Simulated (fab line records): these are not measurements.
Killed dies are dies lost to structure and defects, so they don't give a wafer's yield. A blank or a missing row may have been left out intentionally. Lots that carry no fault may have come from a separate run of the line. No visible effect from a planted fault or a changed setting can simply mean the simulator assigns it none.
A single fault, viewed from 2 desks	flow sky130	each desk has only its own numbers; what lay behind them comes last

TOOL OWNER'S DESK, cmp-02
The tool's own readings at SKY_CONTACT_CMP_04 (polishes SiO2): means of the sampled wafers that have a number, for each lot that ran on this tool. A lot is out of limits, marked OUT, if its mean lies more than 4 standard deviations from the usual mean; the brackets give that distance.
Columns: A = head pressure psi at SKY_CONTACT_CMP_04, usual 4.000 psi; B = motor current A at SKY_CONTACT_CMP_04, usual 12.4 A; C = time to endpoint s at SKY_CONTACT_CMP_04, usual 83 s
lot	first seen here	A	B	C
L210	day 33 21:19	4.002	10.3	84
L212	day 33 23:47	4.008	12.2	82
L214	day 36 00:41	4.002	12.8	90
L217	day 36 05:06	3.999	11.4	90
L221	day 37 06:06	2.525 (-99 or more) OUT	9.4	108 (+4.3) OUT
L222	day 37 18:14	2.522 (-99 or more) OUT	9.3	110 (+4.6) OUT
This desk finds L221, L222 out of limits, L221 being first, at day 37 06:06 (head pressure psi at SKY_CONTACT_CMP_04). L210, L212, L214, L217 stayed within limits.

METROLOGY DESK
Lot by lot, what the gauges showed, no matter which tool ran the lot: averages of those sampled wafers that carry a number. A lot is out of limits, marked OUT, if its mean lies more than 4 standard deviations from the usual mean; the brackets give that distance.
Columns: A = LI_CONTACT_W_RS at SKY_LI_CONTACT_RS_MEAS_22, usual 0.2841 ohm/sq; B = cd nm at SKY_LOCAL_INTERCONNECT_CD_MEAS_11, usual 170.1 nm
lot	first seen here	A	B
L204	day 30 18:22	0.2819	167.7
L201	day 30 19:24	0.2801	171.4
L203	day 30 19:44	0.2844	170.0
L205	day 30 20:56	0.2849	168.7
L208	day 31 15:00	0.2854	169.9
L209	day 32 04:00	0.2818	171.2
L211	day 32 15:54	0.2839	171.5
L210	day 32 17:09	0.2828	170.4
L212	day 32 20:08	0.2857	169.5
L214	day 34 20:29	0.2875	172.3
L217	day 35 01:58	0.2861	171.5
L221	day 36 02:03	0.2802	169.9
L222	day 36 14:42	0.2825	169.6
This desk's finding: nothing out of limits on any of the 13 lots.

TAKEN TOGETHER
An alarm could have come from the tool owner's desk at day 37 06:06, on L221, L222.
Metrology desk: nothing out of limits seen.
The metrology desk has L221, L222 on record, within its limits.
Of the lots named, all ran SKY_CONTACT_CMP_04 on cmp-02.

WHAT THE SIMULATOR HAD INSERTED
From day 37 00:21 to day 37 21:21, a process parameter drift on cmp-02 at SKY_CONTACT_CMP_04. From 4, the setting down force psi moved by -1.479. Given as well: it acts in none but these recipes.
Lots struck among those shown: L221, L222.
Time in hours from fault onset to the first out-of-limits reading at each desk: the tool owner's desk, 6.
